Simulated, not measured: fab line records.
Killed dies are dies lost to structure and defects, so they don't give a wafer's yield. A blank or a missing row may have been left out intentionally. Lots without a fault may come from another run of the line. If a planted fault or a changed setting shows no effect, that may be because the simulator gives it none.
fab line records ; flow sky130
record lots=6; wafers=18; lastDay=50
route steps=708 shown VT_ADJUST_LVTN@113 VT_ADJUST_NCORE@119 PAD_OPEN@708
lots that met no fault: taken from a fault-free run of the same line
startH: hours from the record's first day to the start of the lot's first wafer shown ; waitH: hours from the lot's prior step to this one ; " repeats the value in the row above ; L1.1+2: one row covering several wafers at once ; - either no value or no given start ; * or withheld: withheld ; < > ~ a bound
route shown NAME@n: a module of which the file shows steps, and the number in the route of the first ; usual: mean/standard deviation taken from wafers without a fault ; same: alike in all rows ; chamber/n: place in a boat ; sites: per-site readings ; _std_site: standard deviation of those values ; _edge_site: inner sites' mean taken away from outer sites' mean ; radiusMm: for every site, how far away it sits from the centre of the wafer ; mask NAME#n: copy n ; behind: tool/chamber where the wafer was last shaped ; hold: the reason the lot was held/the length of the hold in hours/how it ended ; device: transistor that didn't switch, given as n, p or np ; end of line: the tests these same wafers got at the end of their route ; a step with no rows: only its recipe ; killed: dies that structure and defects cost at the first sort, which is not the same as the wafer's yield ; map: dies across one wafer; x = killed, . = not, _ = none there
set.NAME: the setting as run; set.NAME@STEP: as run at that earlier step ; model.NAME: the simulator's own value behind a step, which no gauge read
lots seen at some steps along the route; tables by step, rows by wafer
services: a tool's chamber out of use, with start hour (startH, from the record's first day; less than 0 if before it), hours out, and reason
## steps
# step SKY_VT_ADJUST_LVTN_PEB_16
# recipe tempC=withheld; timeS=*; resist=NOVOLAK
# step SKY_VT_ADJUST_LVTN_DEVELOP_17
# recipe resist=NOVOLAK; developer=TMAH; developTimeS=60; devTempC=23
# step SKY_VT_ADJUST_LVTN_OVL_MEAS_18
# usual VT_ADJUST_LVTN_01_OVL=-0.3/1.3
lot.wafer;tool;chamber;startH;waitH;VT_ADJUST_LVTN_01_OVL[nm]
L105.2;overlay-01;-;160.74;0.1;-2.2
L105.3;overlay-01;-;160.74;0.1;-1.1
L105.6;overlay-01;-;160.74;0.1;-1.1
L112.2;overlay-01;-;210.14;0.1;1.7
L112.3;overlay-01;-;210.14;0.1;1.5
L112.6;overlay-01;-;210.14;0.1;1.9
L117.1;overlay-02;-;244.12;0.1;0.7
L117.3;overlay-02;-;244.12;0.1;2.7
L117.5;overlay-02;-;244.12;0.1;0.6
L125.2;overlay-01;-;291.09;0.1;-0.9
L125.4;overlay-01;-;291.09;0.1;0.0
L125.6;overlay-01;-;291.09;0.1;-1.2
L126.2;overlay-01;-;296.73;0.1;-1.6
L126.3;overlay-01;-;296.73;0.1;-0.7
L126.6;overlay-01;-;296.73;0.1;-1.7
L128.2;overlay-02;-;309.62;0.1;-0.2
L128.4;overlay-02;-;309.62;0.1;-0.5
L128.5;overlay-02;-;309.62;0.1;-1.0
# step SKY_VT_ADJUST_LVTN_IMPLANT_19
# recipe species=B; energyKev=30; doseCm2=6.5e+11; tiltDeg=withheld
# step SKY_VT_ADJUST_LVTN_STRIP_20
# recipe chemistry=O2/N2; powerW=1400; pressureMtorr=1500; platenTempC=withheld; o2FlowSccm=3000; n2FlowSccm=300; overashFraction=0.5
# usual drypumpMotorCurrentA=5.7/0.3; n2FlowSccm=299.8/0.86; oesProductAu=0.716/0.0045; stripTimeToEndpointS=14.18/0.046
lot.wafer;tool;chamber;startH;waitH;drypumpMotorCurrentA;n2FlowSccm;oesProductAu;rfHoursCounterH;stripTimeToEndpointS
L105.2;plasmaAsher-04;1;160.92;0.1;5.8;300.1;0.714;38;14.15
L105.3;plasmaAsher-04;1;160.92;0.1;5.8;300.5;0.711;-;14.16
L105.6;plasmaAsher-04;0;160.92;0.1;5.3;300.7;0.716;-;14.14
L112.2;plasmaAsher-02;1;210.32;0.1;5.4;298.8;0.706;49;14.11
L112.3;plasmaAsher-02;0;210.32;0.1;6.2;299.3;0.712;-;14.13
L112.6;plasmaAsher-02;1;210.32;0.1;5.4;300.0;0.716;-;14.16
L117.1;plasmaAsher-01;1;244.31;0.1;6.0;298.9;0.720;57;14.19
L117.3;plasmaAsher-01;0;244.31;0.1;5.5;301.0;0.718;-;14.24
L117.5;plasmaAsher-01;0;244.31;0.1;5.5;300.1;0.719;-;14.22
L125.2;plasmaAsher-04;0;291.27;0.1;5.3;301.3;0.708;51;14.19
L125.4;plasmaAsher-04;0;291.27;0.1;5.3;300.3;0.713;-;14.19
L125.6;plasmaAsher-04;0;291.27;0.1;5.3;298.7;0.717;-;14.21
L126.2;plasmaAsher-01;0;296.91;0.1;5.5;299.7;0.721;62;14.14
L126.3;plasmaAsher-01;1;296.91;0.1;6.0;300.1;0.712;-;14.17
L126.6;plasmaAsher-01;0;296.91;0.1;5.6;298.4;0.717;-;14.11
L128.2;plasmaAsher-01;1;309.80;0.1;6.1;300.0;0.715;63;14.24
L128.4;plasmaAsher-01;1;309.80;0.1;6.0;298.8;0.713;-;14.20
L128.5;plasmaAsher-01;1;309.80;0.1;6.0;300.3;0.714;-;14.19
# step SKY_VT_ADJUST_LVTN_TW_MEAS_21
# usual VT_ADJUST_LVTN_2_TW=188.9/0.7
lot.wafer;tool;chamber;startH;waitH;VT_ADJUST_LVTN_2_TW
L105.2;filmMetro-01;-;161.03;0.1;190.6
L105.3;filmMetro-01;-;161.03;0.1;190.3
L105.6;filmMetro-01;-;161.03;0.1;189.6
L112.2;filmMetro-03;-;210.43;0.1;188.1
L112.3;filmMetro-03;-;210.43;0.1;188.7
L112.6;filmMetro-03;-;210.43;0.1;188.5
L117.1;filmMetro-03;-;244.41;0.1;189.2
L117.3;filmMetro-03;-;244.41;0.1;189.3
L117.5;filmMetro-03;-;244.41;0.1;188.5
L125.2;filmMetro-03;-;291.38;0.1;189.6
L125.4;filmMetro-03;-;291.38;0.1;189.8
L125.6;filmMetro-03;-;291.38;0.1;188.7
L126.2;filmMetro-03;-;297.02;0.1;189.0
L126.3;filmMetro-03;-;297.02;0.1;188.2
L126.6;filmMetro-03;-;297.02;0.1;188.5
L128.2;filmMetro-03;-;309.91;0.1;189.2
L128.4;filmMetro-03;-;309.91;0.1;189.6
L128.5;filmMetro-03;-;309.91;0.1;188.5
# step SKY_VT_ADJUST_NCORE_DEHYDRATE_00
# recipe tempC=200; timeS=60
# step SKY_VT_ADJUST_NCORE_HMDS_01
# recipe primeTimeS=60; primeTempC=120
# step SKY_VT_ADJUST_NCORE_COAT_02
# recipe resist=NOVOLAK; spinRpm=3000; resistThkNm=1140
# step SKY_VT_ADJUST_NCORE_SOFTBAKE_03
# recipe tempC=90; timeS=60; resist=NOVOLAK
# step SKY_VT_ADJUST_NCORE_EXPOSE_04
# recipe maskId=LVTN_COMPLEMENT_THIN; na=0.6; sourceShape=conventional; sigmaOuter=0.6; polarization=unpolarized; targetCdNm=380; doseMj=139
# step SKY_VT_ADJUST_NCORE_PEB_05
# recipe tempC=withheld; timeS=*; resist=NOVOLAK
# step SKY_VT_ADJUST_NCORE_DEVELOP_06
# recipe resist=NOVOLAK; developer=TMAH; developTimeS=60; devTempC=23
# usual chillPlateTempC=23.01/0.11
lot.wafer;tool;chamber;startH;waitH;chillPlateTempC
L105.2;lithoTrack-02;0;181.09;0.1;22.92
L105.3;lithoTrack-02;0;181.09;0.1;22.93
L105.6;lithoTrack-02;0;181.09;0.1;23.02
L112.2;lithoTrack-02;0;232.14;0.1;23.01
L112.3;lithoTrack-02;0;232.14;0.1;22.76
L112.6;lithoTrack-02;0;232.14;0.1;23.12
L117.1;lithoTrack-02;0;267.11;0.1;22.82
L117.3;lithoTrack-02;0;267.11;0.1;22.93
L117.5;lithoTrack-02;0;267.11;0.1;23.00
L125.2;lithoTrack-02;0;316.14;0.1;23.08
L125.4;lithoTrack-02;0;316.14;0.1;23.07
L125.6;lithoTrack-02;0;316.14;0.1;23.13
L126.2;lithoTrack-02;0;321.74;0.1;23.08
L126.3;lithoTrack-02;0;321.74;0.1;23.01
L126.6;lithoTrack-02;0;321.74;0.1;22.92
L128.2;lithoTrack-04;0;335.85;0.1;22.95
L128.4;lithoTrack-04;0;335.85;0.1;23.07
L128.5;lithoTrack-04;0;335.85;0.1;22.96
# step SKY_VT_ADJUST_NCORE_CD_MEAS_07
# recipe targetCdNm=380
# usual cdNm=380.2/2.7
lot.wafer;tool;chamber;startH;waitH;cdNm
L105.2;cdSem-01;-;181.23;0.1;380.6
L105.3;cdSem-01;-;181.23;0.1;378.1
L105.6;cdSem-01;-;181.23;0.1;377.0
L112.2;cdSem-01;-;232.28;0.1;375.5
L112.3;cdSem-01;-;232.28;0.1;376.5
L112.6;cdSem-01;-;232.28;0.1;377.9
L117.1;cdSem-02;-;267.26;0.1;378.3
L117.3;cdSem-02;-;267.26;0.1;378.2
L117.5;cdSem-02;-;267.26;0.1;379.0
L125.2;cdSem-02;-;316.28;0.1;371.4
L125.4;cdSem-02;-;316.28;0.1;371.1
L125.6;cdSem-02;-;316.28;0.1;370.2
L126.2;cdSem-02;-;321.88;0.1;371.8
L126.3;cdSem-02;-;321.88;0.1;373.2
L126.6;cdSem-02;-;321.88;0.1;371.9
L128.2;cdSem-02;-;335.99;0.1;374.6
L128.4;cdSem-02;-;335.99;0.1;378.0
L128.5;cdSem-02;-;335.99;0.1;379.3
# step SKY_VT_ADJUST_NCORE_OVL_MEAS_08
# usual VT_ADJUST_NCORE_OVL=-1.3/1.6
lot.wafer;tool;chamber;startH;waitH;VT_ADJUST_NCORE_OVL[nm]
L105.2;overlay-02;-;181.34;0.1;0.0
L105.3;overlay-02;-;181.34;0.1;-1.1
L105.6;overlay-02;-;181.34;0.1;-1.6
L112.2;overlay-01;-;232.39;0.1;-0.2
L112.3;overlay-01;-;232.39;0.1;-1.4
L112.6;overlay-01;-;232.39;0.1;-1.1
L117.1;overlay-02;-;267.38;0.1;-0.2
L117.3;overlay-02;-;267.38;0.1;1.4
L117.5;overlay-02;-;267.38;0.1;0.9
L125.2;overlay-02;-;316.39;0.1;0.3
L125.4;overlay-02;-;316.39;0.1;-0.7
L125.6;overlay-02;-;316.39;0.1;0.1
L126.2;overlay-02;-;321.99;0.1;-2.9
L126.3;overlay-02;-;321.99;0.1;-3.2
L126.6;overlay-02;-;321.99;0.1;-3.5
L128.2;overlay-02;-;336.10;0.1;-0.5
L128.4;overlay-02;-;336.10;0.1;-1.1
L128.5;overlay-02;-;336.10;0.1;0.6
# step SKY_PAD_OPEN_PROBE_99
# usual killed_at_M0_to_M3=43/7.3; killed_at_M4_up=3.2/1.8; killedAtContacts=24/5.8; killedAtFrontEnd=16/4.5; killedAtOther=0.3/0.53; killedDies=87/9.9; killedOpen=48/6.8; killedShort=39/6.9
# same grossDies=492; killedAtBackSide=0
lot.wafer;tool;chamber;startH;waitH;killed_at_M0_to_M3;killed_at_M4_up;killedAtContacts;killedAtFrontEnd;killedAtOther;killedDies;killedOpen;killedShort
L105.2;prober-01;-;1071.09;0.1;44;4;24;14;0;86;48;38
L105.3;prober-01;-;1071.14;0.2;50;7;13;18;0;88;45;43
L105.6;prober-01;-;1071.29;0.2;38;1;17;9;0;65;36;29
L112.2;prober-02;-;1114.77;0.1;36;2;39;17;0;94;57;37
L112.3;prober-02;-;1114.82;0.2;39;5;15;12;0;71;36;35
L112.6;prober-02;-;1114.97;0.2;34;2;32;18;0;86;44;42
L125.2;prober-01;-;1177.11;0.1;35;7;15;10;1;68;43;25
L125.4;prober-01;-;1177.21;0.2;49;0;14;13;0;76;34;42
L125.6;prober-01;-;1177.31;0.2;43;5;27;11;0;86;42;44
L126.2;prober-02;-;1184.54;0.1;51;4;26;15;0;96;54;42
L126.3;prober-02;-;1184.59;0.2;37;4;28;13;0;82;44;38
L126.6;prober-02;-;1184.74;0.2;39;2;31;14;1;87;46;41
L128.2;prober-02;-;1193.20;0.1;58;5;33;21;0;117;61;56
L128.4;prober-02;-;1193.30;0.2;42;3;13;17;0;75;49;26
L128.5;prober-02;-;1193.35;0.2;34;3;19;14;0;70;37;33
# killed by level:class
L105.2 CONTACT:geometricParticle:open=12 VIA2:geometricParticle:open=8 VIA3:geometricParticle:open=7 LOCAL_INTERCONNECT:geometricParticle:short=6 VIA1:geometricParticle:short=6 METAL1:geometricParticle:short=5 VIA1:geometricParticle:open=5 POLY_GATE:geometricParticle:open=4
L105.3 VIA1:geometricParticle:open=12 VIA2:geometricParticle:open=7 METAL4:geometricParticle:short=7 VIA1:geometricParticle:short=6 FIELD_ISO:geometricParticle:short=6 CONTACT:geometricParticle:open=6 VIA3:geometricParticle:open=6 METAL2:geometricParticle:short=6
L105.6 CONTACT:geometricParticle:open=6 VIA1:geometricParticle:short=6 VIA1:geometricParticle:open=6 VIA2:geometricParticle:open=6 LI_CONTACT:geometricParticle:open=4 METAL1:geometricParticle:open=4 METAL2:geometricParticle:short=4 VIA3:geometricParticle:short=4
L112.2 CONTACT:geometricParticle:open=17 LI_CONTACT:geometricParticle:open=13 VIA1:geometricParticle:open=10 METAL3:geometricParticle:short=6 FIELD_ISO:geometricParticle:short=5 VIA3:geometricParticle:open=5 FIELD_ISO:geometricParticle:open=4 POLY_GATE:geometricParticle:short=4
L112.3 VIA1:geometricParticle:short=9 CONTACT:geometricParticle:open=8 VIA3:geometricParticle:open=7 VIA2:geometricParticle:open=7 VIA1:geometricParticle:open=4 METAL4:geometricParticle:short=4 FIELD_ISO:geometricParticle:short=3 SPACER:geometricParticle:short=3
L112.6 LI_CONTACT:geometricParticle:open=11 CONTACT:geometricParticle:open=9 METAL1:geometricParticle:short=7 CONTACT:geometricParticle:short=6 VIA1:geometricParticle:open=6 POLY_GATE:geometricParticle:short=5 POLY_GATE:geometricParticle:open=4 LI_CONTACT:geometricParticle:short=4
L125.2 VIA1:geometricParticle:open=8 VIA3:geometricParticle:open=8 VIA2:geometricParticle:open=6 LI_CONTACT:geometricParticle:short=5 METAL4:geometricParticle:open=5 CONTACT:geometricParticle:open=4 METAL1:geometricParticle:short=4 METAL2:geometricParticle:short=4
L125.4 METAL2:geometricParticle:short=10 METAL1:geometricParticle:short=8 VIA1:geometricParticle:open=7 VIA3:geometricParticle:open=5 VIA2:geometricParticle:open=5 FIELD_ISO:geometricParticle:short=4 LOCAL_INTERCONNECT:geometricParticle:short=4 CONTACT:geometricParticle:open=4
L125.6 VIA1:geometricParticle:open=11 CONTACT:geometricParticle:open=7 METAL1:geometricParticle:short=7 METAL2:geometricParticle:short=7 LI_CONTACT:geometricParticle:short=6 LOCAL_INTERCONNECT:geometricParticle:short=6 VIA2:geometricParticle:open=5 METAL3:geometricParticle:short=5
L126.2 VIA1:geometricParticle:open=17 CONTACT:geometricParticle:open=11 VIA3:geometricParticle:open=8 METAL3:geometricParticle:short=7 CONTACT:geometricParticle:short=5 METAL1:geometricParticle:short=5 FIELD_ISO:geometricParticle:short=4 POLY_GATE:geometricParticle:short=4
L126.3 CONTACT:geometricParticle:open=11 VIA1:geometricParticle:open=7 LI_CONTACT:geometricParticle:open=6 LOCAL_INTERCONNECT:geometricParticle:short=6 METAL1:geometricParticle:short=5 VIA2:geometricParticle:short=5 VIA3:geometricParticle:short=4 VIA2:geometricParticle:open=4
L126.6 LI_CONTACT:geometricParticle:open=10 CONTACT:geometricParticle:open=8 VIA1:geometricParticle:open=7 LOCAL_INTERCONNECT:geometricParticle:short=6 VIA3:geometricParticle:open=6 METAL1:geometricParticle:short=5 VIA2:geometricParticle:short=5 FIELD_ISO:geometricParticle:open=4
L128.2 VIA1:geometricParticle:open=14 METAL2:geometricParticle:short=11 CONTACT:geometricParticle:open=10 LI_CONTACT:geometricParticle:open=9 METAL1:geometricParticle:short=7 POLY_GATE:geometricParticle:open=6 VIA3:geometricParticle:open=6 VIA2:geometricParticle:short=6
L128.4 VIA1:geometricParticle:open=16 POLY_GATE:geometricParticle:open=5 POLY_GATE:geometricParticle:short=5 VIA3:geometricParticle:open=5 CONTACT:geometricParticle:short=4 VIA2:geometricParticle:open=4 FIELD_ISO:geometricParticle:open=3 SPACER:geometricParticle:open=3
L128.5 LI_CONTACT:geometricParticle:open=7 CONTACT:geometricParticle:open=6 METAL2:geometricParticle:short=6 VIA3:geometricParticle:open=6 FIELD_ISO:geometricParticle:short=5 VIA2:geometricParticle:open=5 POLY_GATE:geometricParticle:open=4 METAL1:geometricParticle:short=4
## services
tool;chamber;startH;hours;kind
plasmaAsher-01;-;229.97;1.5;repair
## key
firstSign step=SKY_VT_ADJUST_NCORE_CD_MEAS_07; reading=cdNm; direction=down; sigmas=3.1; usual=380.2; struck=371.6
effect none on later readings
metAt SKY_VT_ADJUST_NCORE_DEVELOP_06
struckWafers L125.2,L125.4,L125.6,L126.2,L126.3,L126.6
testerLeftOut L125,L126
onsetBetween 267.11 316.14
fault kind=processParameterDrift; tool=lithoTrack-02; chamber=-; onsetH=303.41; steps=SKY_VT_ADJUST_NCORE_DEVELOP_06; channel=developTimeS; offset=*; shape=step; endH=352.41; actsIn=*; stated=*
# testerLeftOut: of these lots the tester's yield and bins aren't shown, on N5 and GAA mostly nor the transistor test; their killed dies are dies lost to structure and defects alone, not to doping, threshold or leakage, so they don't give the yield
